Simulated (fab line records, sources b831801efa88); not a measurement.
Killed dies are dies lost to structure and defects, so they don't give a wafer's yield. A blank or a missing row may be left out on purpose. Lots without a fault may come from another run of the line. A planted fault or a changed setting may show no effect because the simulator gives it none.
fab line records | flow sky130
record lots=13 wafers=38 last_day=50
route steps=708 shown VT_ADJUST_HVTP@95 VT_ADJUST_NCORE@129 VT_ADJUST_HVTR@139 SONOS_TUNNEL@157 PAD_OPEN@708
lots that met no fault: from a run of the same line without faults
start_h: hours from the record's first day to the start of the lot's first wafer shown | wait_h: hours since the lot's step before | " the same as in the row above | L1.1+2: a row that stands for several wafers | - no value, or no start given | * or withheld: withheld | < > ~ a bound
route shown NAME@n: a module of which the file shows steps, and the number in the route of the first | usual: mean/standard deviation of fault-free wafers | same: alike in all rows | chamber/n: place in a boat | sites: the reading at each site | _std_site: their standard deviation | _edge_site: outer sites' mean less inner sites' | radius_mm: how far each site lies from the wafer's centre | mask NAME#n: copy n | behind: the tool/chamber that last shaped the wafer | hold: why the lot was held/for how many hours/how that ended | device: the transistor (n, p or np) that didn't switch | end of line: the same wafers' tests at the end of the route | a step without rows: its recipe alone | killed: dies lost to structure and defects at the first sort, not the wafer's yield | map: a wafer's dies, x killed, . not, _ none there
set.NAME: the setting as run; set.NAME@STEP: as run at that earlier step | model.NAME: the simulator's own value behind a step, which no gauge read
steps of the route over a sample of lots; a table a step, a row a wafer
services: from which hour (start_h, from the record's first day; less than 0 if before it) a tool's chamber was out of use, for how many hours, and why
## steps
# step SKY_VT_ADJUST_HVTP_STRIP_10
# recipe chemistry=O2/N2 power_w=1400 pressure_mtorr=1500 platen_temp_c=withheld o2_flow_sccm=3000 n2_flow_sccm=300 overash_fraction=0.5
# usual drypump_motor_current_A=5.6/0.52 n2_flow_sccm=300.0/0.93 oes_product_au=0.716/0.0046 strip_time_to_endpoint_s=14.17/0.039
# same overash_fraction=0.5
# columns lot.wafer tool chamber start_h wait_h drypump_motor_current_A n2_flow_sccm oes_product_au rf_hours_counter_h strip_time_to_endpoint_s
L204.1 plasma_asher-01 1 121.45 0.1 5.6 299.8 0.710 0 14.17
L204.5 " 1 " " 5.6 300.6 0.717 - 14.21
L204.6 " 0 " " 5.3 301.8 0.713 - 14.20
L205.2 plasma_asher-04 0 130.16 0.1 5.3 300.7 0.713 45 14.22
L205.3 " 0 " " 5.3 299.7 0.719 - 14.16
L205.6 " 1 " " 6.5 299.7 0.709 - 14.17
L207.1 plasma_asher-03 1 140.37 0.1 5.0 300.8 0.712 45 14.14
L207.2 " 0 " " 5.8 300.5 0.716 45 14.15
L207.4 " 1 " " 4.9 300.8 0.712 - 14.13
L209.1 plasma_asher-04 1 152.17 0.1 6.4 299.0 0.716 47 14.13
L209.2 " 0 " " 5.2 300.3 0.712 47 14.19
L209.6 " 0 " " 5.2 298.8 0.715 - 14.14
L210.2 plasma_asher-03 0 159.01 0.1 5.8 298.6 0.721 47 14.17
L210.3 " 0 " " 5.8 298.5 0.712 - 14.23
L210.4 " 1 " " 5.0 300.0 0.723 - 14.20
L211.1 plasma_asher-04 1 166.40 0.1 6.5 299.0 0.709 48 14.20
L211.3 " 0 " " 5.2 299.2 0.716 - 14.19
L211.4 " 1 " " 6.5 298.5 0.711 - 14.20
L214.2 plasma_asher-01 1 185.50 0.1 5.6 300.2 0.716 6 14.22
L214.3 " 1 " " 5.6 300.1 0.720 - 14.22
L215.3 plasma_asher-03 0 190.75 0.1 5.8 300.3 0.701 - 14.19
L215.4 " 1 " " 4.9 299.4 0.714 - 14.14
L215.6 " 0 " " 5.8 301.1 0.709 - 14.15
L221.1 plasma_asher-04 1 233.56 0.1 6.5 298.9 0.722 55 14.14
L221.2 " 0 " " 5.2 301.6 0.719 55 14.09
L221.4 " 1 " " 6.5 299.8 0.710 - 14.12
L223.2 plasma_asher-01 0 243.45 0.1 5.3 299.2 0.716 12 14.11
L223.5 " 1 " " 5.6 299.3 0.720 - 14.12
L223.6 " 0 " " 5.3 299.1 0.714 - 14.17
L224.1 plasma_asher-03 0 247.32 0.1 5.8 300.2 0.720 55 14.27
L224.3 " 1 " " 4.9 301.0 0.721 - 14.23
L224.6 " 1 " " 4.9 300.4 0.714 - 14.26
L225.1 plasma_asher-04 0 252.96 0.1 5.2 299.8 0.714 57 14.16
L225.4 " 1 " " 6.5 299.9 0.720 - 14.15
L225.5 " 1 " " 6.5 301.5 0.716 - 14.19
L226.2 plasma_asher-04 1 260.72 0.1 6.5 301.0 0.716 58 14.20
L226.4 " 0 " " 5.3 301.5 0.709 - 14.15
L226.5 " 0 " " 5.3 301.8 0.721 - 14.15
# step SKY_VT_ADJUST_NCORE_STRIP_10
# recipe chemistry=O2/N2 power_w=1400 pressure_mtorr=1500 platen_temp_c=withheld o2_flow_sccm=3000 n2_flow_sccm=300 overash_fraction=0.5
# usual drypump_motor_current_A=5.6/0.52 n2_flow_sccm=300.1/0.92 oes_product_au=0.716/0.0046 strip_time_to_endpoint_s=14.17/0.037
# same overash_fraction=0.5
# columns lot.wafer tool chamber start_h wait_h drypump_motor_current_A n2_flow_sccm oes_product_au rf_hours_counter_h strip_time_to_endpoint_s
L204.1 plasma_asher-03 0 178.60 0.1 5.8 301.3 0.714 48 14.13
L204.5 " 0 " " 5.8 298.8 0.715 - 14.09
L204.6 " 1 " " 4.9 301.1 0.719 - 14.10
L205.2 plasma_asher-02 0 189.75 0.1 6.8 300.5 0.705 38 14.18
L205.3 " 1 " " 5.3 299.2 0.714 - 14.17
L205.6 " 0 " " 6.8 299.5 0.715 - 14.14
L207.1 plasma_asher-01 1 201.61 0.1 5.6 300.4 0.710 8 14.15
L207.2 " 0 " " 5.3 299.0 0.717 8 14.16
L207.4 " 1 " " 5.6 300.3 0.707 - 14.14
L209.1 plasma_asher-01 0 214.96 0.1 5.3 300.3 0.709 9 14.15
L209.2 " 1 " " 5.6 300.3 0.712 9 14.19
L209.6 " 1 " " 5.6 300.6 0.715 - 14.18
L210.2 plasma_asher-02 0 221.45 0.1 6.8 299.7 0.722 42 14.16
L210.3 " 0 " " 6.8 299.8 0.725 - 14.17
L210.4 " 1 " " 5.4 300.2 0.711 - 14.19
L211.1 plasma_asher-01 0 229.71 0.1 5.3 300.4 0.713 11 14.20
L211.3 " 0 " " 5.3 299.5 0.714 - 14.19
L211.4 " 1 " " 5.6 299.3 0.719 - 14.20
L214.2 plasma_asher-01 0 252.31 0.1 5.3 301.1 0.714 13 14.19
L214.3 " 0 " " 5.3 299.6 0.712 - 14.14
L215.3 plasma_asher-01 1 257.64 0.1 5.6 300.0 0.713 - 14.11
L215.4 " 0 " " 5.3 300.2 0.714 - 14.20
L215.6 " 0 " " 5.3 300.4 0.719 - 14.17
L221.1 plasma_asher-01 1 306.85 0.1 5.6 298.9 0.713 18 14.24
L221.2 " 0 " " 5.3 299.2 0.713 18 14.23
L221.4 " 0 " " 5.3 300.5 0.715 - 14.21
L223.2 plasma_asher-03 0 317.06 0.1 5.8 298.3 0.715 61 14.24
L223.5 " 0 " " 5.8 299.0 0.715 - 14.27
L223.6 " 1 " " 4.9 300.9 0.719 - 14.23
L224.1 plasma_asher-03 1 320.85 0.1 5.0 301.3 0.712 62 14.15
L224.3 " 0 " " 5.8 299.5 0.724 - 14.12
L224.6 " 0 " " 5.8 299.6 0.711 - 14.17
L225.1 plasma_asher-03 1 326.55 0.1 5.0 300.0 0.719 62 14.15
L225.4 " 1 " " 4.9 300.5 0.717 - 14.22
L225.5 " 0 " " 5.8 300.5 0.720 - 14.24
L226.2 plasma_asher-03 0 334.21 0.1 5.8 297.6 0.720 63 14.14
L226.4 " 0 " " 5.8 298.1 0.723 - 14.12
L226.5 " 0 " " 5.8 298.6 0.714 - 14.17
# step SKY_VT_ADJUST_HVTR_OVL_MEAS_08
# usual VT_ADJUST_HVTR_OVL=-0.3/1.3
# columns lot.wafer tool chamber start_h wait_h VT_ADJUST_HVTR_OVL[nm]
L204.1 overlay-02 - 199.98 0.1 0.3
L204.5 " - " " 1.5
L204.6 " - " " 1.1
L205.2 overlay-02 - 211.23 0.1 -1.0
L205.3 " - " " 0.0
L205.6 " - " " 0.3
L207.1 overlay-02 - 222.53 0.1 -0.5
L207.2 " - " " -0.7
L207.4 " - " " 1.7
L209.1 overlay-02 - 237.72 0.1 -1.3
L209.2 " - " " 0.2
L209.6 " - " " -0.1
L210.2 overlay-02 - 243.93 0.1 1.6
L210.3 " - " " 2.2
L210.4 " - " " 1.7
L211.1 overlay-01 - 253.03 0.1 1.9
L211.3 " - " " 1.6
L211.4 " - " " 1.0
L214.2 overlay-02 - 276.08 0.1 0.1
L214.3 " - " " 0.8
L215.3 overlay-02 - 282.18 0.1 -1.1
L215.4 " - " " -0.8
L215.6 " - " " -0.6
L221.1 overlay-02 - 332.33 0.1 -0.2
L221.2 " - " " -2.0
L221.4 " - " " -1.0
L223.2 overlay-01 - 342.43 0.1 -0.2
L223.5 " - " " -0.7
L223.6 " - " " -0.3
L224.1 overlay-02 - 346.58 0.1 -0.3
L224.3 " - " " -1.5
L224.6 " - " " -1.0
L225.1 overlay-02 - 351.73 0.1 1.0
L225.4 " - " " -0.5
L225.5 " - " " -0.8
L226.2 overlay-01 - 359.68 0.1 -2.2
L226.4 " - " " -2.3
L226.5 " - " " -2.3
# step SKY_SONOS_TUNNEL_SOFTBAKE_03
# recipe temp_c=90 time_s=60 resist=NOVOLAK
# usual run_length_s=89.05/0.22
# columns lot.wafer tool chamber start_h wait_h run_length_s
L204.1 litho_track-03 0 233.86 0.1 88.99
L204.5 " 0 " " 89.05
L204.6 " 0 " " 88.84
L205.2 litho_track-03 0 245.53 0.1 88.89
L205.3 " 0 " " 88.93
L205.6 " 0 " " 88.93
L207.1 litho_track-03 0 258.21 0.1 88.83
L207.2 " 0 " " 88.83
L207.4 " 0 " " 88.82
L209.1 litho_track-02 0 272.39 0.1 88.82
L209.2 " 0 " " 88.80
L209.6 " 0 " " 88.79
L210.2 litho_track-03 0 281.48 0.1 88.82
L210.3 " 0 " " 88.90
L210.4 " 0 " " 88.89
L211.1 litho_track-01 0 289.36 0.1 89.50
L211.3 " 0 " " 89.26
L211.4 " 0 " " 89.17
L214.2 litho_track-03 0 312.93 0.1 100.06
L214.3 " 0 " " 99.92
L215.3 litho_track-03 0 319.81 0.1 99.88
L215.4 " 0 " " 89.06
L215.6 " 0 " " 89.19
L221.1 litho_track-01 0 370.01 0.1 89.42
L221.2 " 0 " " 89.14
L221.4 " 0 " " 89.18
L223.2 litho_track-02 0 379.47 0.1 88.81
L223.5 " 0 " " 88.71
L223.6 " 0 " " 89.06
L224.1 litho_track-02 0 383.04 0.1 88.76
L224.3 " 0 " " 88.82
L224.6 " 0 " " 88.74
L225.1 litho_track-01 0 388.66 0.1 89.39
L225.4 " 0 " " 89.15
L225.5 " 0 " " 89.20
L226.2 litho_track-01 0 396.73 0.1 89.30
L226.4 " 0 " " 89.26
L226.5 " 0 " " 89.31
# step SKY_PAD_OPEN_PROBE_99
# usual killed_at_M0_to_M3=42/7.3 killed_at_M4_up=3.4/2 killed_at_contacts=24/5.8 killed_at_front_end=15/4.6 killed_at_other=0.3/0.62 killed_dies=84/9.8 killed_open=47/6.9 killed_short=38/6.3
# same gross_dies=492 killed_at_back_side=0
# columns lot.wafer tool chamber start_h wait_h killed_at_M0_to_M3 killed_at_M4_up killed_at_contacts killed_at_front_end killed_at_other killed_dies killed_open killed_short
L214.2 prober-01 - 1168.25 0.1 39 2 29 15 0 85 51 34
L214.3 prober-01 - 1168.30 0.2 32 3 29 6 0 70 38 32
L215.3 prober-01 - 1168.97 0.2 39 0 25 14 1 79 51 28
L215.4 prober-01 - 1169.02 0.2 47 4 13 14 0 78 42 36
L215.6 prober-01 - 1169.12 0.2 45 4 25 17 0 91 44 47
L221.1 prober-01 - 1175.57 0.1 54 4 28 18 0 104 57 47
L221.2 prober-01 - 1175.62 0.1 44 4 29 19 0 96 52 44
L221.4 prober-01 - 1175.72 0.2 39 1 26 20 0 86 47 39
L224.1 prober-01 - 1181.82 0.1 27 5 28 10 0 70 34 36
L224.3 prober-01 - 1181.92 0.2 43 0 23 12 0 78 40 38
L224.6 prober-01 - 1182.07 0.2 43 4 30 13 0 90 56 34
L225.1 prober-02 - 1183.23 0.1 47 10 21 12 0 90 48 42
L225.4 prober-02 - 1183.38 0.2 43 7 16 9 0 75 51 24
L225.5 prober-02 - 1183.43 0.2 58 7 21 7 0 93 51 42
# killed by level:class
L214.2 CONTACT:geometric_particle:open=12 VIA1:geometric_particle:open=11 CONTACT:geometric_particle:short=6 VIA2:geometric_particle:open=6 FIELD_ISO:geometric_particle:open=5 VIA3:geometric_particle:open=5 VIA1:geometric_particle:short=5 LI_CONTACT:geometric_particle:short=4
L214.3 CONTACT:geometric_particle:open=12 CONTACT:geometric_particle:short=6 VIA1:geometric_particle:open=6 LI_CONTACT:geometric_particle:open=5 VIA2:geometric_particle:short=5 VIA2:geometric_particle:open=4 METAL2:geometric_particle:short=4 FIELD_ISO:geometric_particle:open=3
L215.3 VIA1:geometric_particle:open=15 LI_CONTACT:geometric_particle:open=8 CONTACT:geometric_particle:open=8 FIELD_ISO:geometric_particle:open=7 POLY_GATE:geometric_particle:open=5 LI_CONTACT:geometric_particle:short=4 VIA2:geometric_particle:open=4 VIA1:geometric_particle:short=4
L215.4 VIA1:geometric_particle:open=16 VIA3:geometric_particle:open=5 FIELD_ISO:geometric_particle:open=4 LI_CONTACT:geometric_particle:open=4 LOCAL_INTERCONNECT:geometric_particle:short=4 VIA1:geometric_particle:short=4 VIA2:geometric_particle:short=4 FIELD_ISO:geometric_particle:short=3
L215.6 FIELD_ISO:geometric_particle:open=7 LOCAL_INTERCONNECT:geometric_particle:short=7 METAL1:geometric_particle:short=7 VIA1:geometric_particle:open=7 VIA2:geometric_particle:open=7 CONTACT:geometric_particle:open=6 CONTACT:geometric_particle:short=6 VIA2:geometric_particle:short=6
L221.1 CONTACT:geometric_particle:open=11 LI_CONTACT:geometric_particle:open=10 METAL1:geometric_particle:short=10 VIA1:geometric_particle:open=10 VIA3:geometric_particle:open=9 VIA2:geometric_particle:open=5 METAL2:geometric_particle:short=5 METAL4:geometric_particle:short=4
L221.2 CONTACT:geometric_particle:open=12 VIA3:geometric_particle:open=10 VIA1:geometric_particle:open=9 POLY_GATE:geometric_particle:short=7 CONTACT:geometric_particle:short=6 VIA1:geometric_particle:short=6 METAL2:geometric_particle:short=6 FIELD_ISO:geometric_particle:open=5
L221.4 VIA1:geometric_particle:open=9 CONTACT:geometric_particle:open=8 POLY_GATE:geometric_particle:open=6 METAL2:geometric_particle:short=6 VIA2:geometric_particle:open=6 FIELD_ISO:geometric_particle:open=5 LOCAL_INTERCONNECT:geometric_particle:short=5 CONTACT:geometric_particle:short=4
L224.1 LI_CONTACT:geometric_particle:open=13 METAL1:geometric_particle:short=8 CONTACT:geometric_particle:open=6 CONTACT:geometric_particle:short=4 VIA2:geometric_particle:open=4 METAL4:geometric_particle:short=4 POLY_GATE:geometric_particle:short=3 LI_CONTACT:geometric_particle:short=3
L224.3 METAL1:geometric_particle:short=10 VIA1:geometric_particle:short=8 LI_CONTACT:geometric_particle:open=8 VIA3:geometric_particle:open=8 VIA1:geometric_particle:open=6 CONTACT:geometric_particle:open=6 CONTACT:geometric_particle:short=5 POLY_GATE:geometric_particle:open=4
L224.6 VIA1:geometric_particle:open=13 LI_CONTACT:geometric_particle:open=11 CONTACT:geometric_particle:open=11 METAL2:geometric_particle:short=8 VIA3:geometric_particle:open=6 VIA2:geometric_particle:open=5 FIELD_ISO:geometric_particle:short=4 LOCAL_INTERCONNECT:geometric_particle:short=4
L225.1 VIA1:geometric_particle:open=13 VIA3:geometric_particle:open=9 METAL4:geometric_particle:short=8 LI_CONTACT:geometric_particle:open=6 METAL2:geometric_particle:short=5 CONTACT:geometric_particle:open=5 METAL1:geometric_particle:short=5 VIA2:geometric_particle:open=5
L225.4 VIA1:geometric_particle:open=13 VIA2:geometric_particle:open=10 VIA3:geometric_particle:open=7 LI_CONTACT:geometric_particle:open=5 CONTACT:geometric_particle:open=5 FIELD_ISO:geometric_particle:open=4 CONTACT:geometric_particle:short=4 METAL2:geometric_particle:short=4
L225.5 VIA1:geometric_particle:short=10 VIA3:geometric_particle:open=9 VIA1:geometric_particle:open=7 VIA2:geometric_particle:open=7 LI_CONTACT:geometric_particle:open=6 METAL1:geometric_particle:short=6 CONTACT:geometric_particle:open=6 METAL2:geometric_particle:short=6
## services
# columns tool chamber start_h hours kind
plasma_asher-01 - 108.75 9.0 pm
plasma_asher-01 0 108.75 9.0 vent_cycle
plasma_asher-01 1 108.75 9.0 vent_cycle
plasma_asher-01 0 117.75 - clean
plasma_asher-01 1 117.75 - clean
plasma_asher-03 - 125.48 9.8 pm
plasma_asher-01 - 127.27 1.2 repair
plasma_asher-03 - 142.07 0.8 repair
plasma_asher-03 - 167.32 0.3 repair
plasma_asher-03 - 272.52 4.3 pm
plasma_asher-02 - 325.50 1.6 repair
plasma_asher-03 - 361.22 1.5 repair
plasma_asher-04 - 381.83 20.0 repair
plasma_asher-04 - 382.02 2.9 repair
## key
first_sign step=SKY_SONOS_TUNNEL_SOFTBAKE_03 reading=run_length_s direction=up sigmas=49 usual=* struck=*
effect none on later readings
met_at SKY_SONOS_TUNNEL_SOFTBAKE_03
struck_lots L214,L215
struck_wafers L214.2,L214.3,L215.3
tester_left_out L214,L215
not_acting_at SKY_VT_ADJUST_HVTP_STRIP_10,SKY_VT_ADJUST_NCORE_STRIP_10,SKY_VT_ADJUST_HVTR_OVL_MEAS_08
onset_between 281.48 312.93
fault kind=process_parameter_drift tool=litho_track-03 chamber=- onset_h=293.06 steps=SKY_SONOS_TUNNEL_SOFTBAKE_03 channel=time_s offset=* shape=step end_h=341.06 scope=struck_wafers_only acts_in=* stated=*
# tester_left_out: of these lots the tester's yield and bins aren't shown, on N5 and GAA mostly nor the transistor test; their killed dies are dies lost to structure and defects alone, not to doping, threshold or leakage, so they don't give the yield
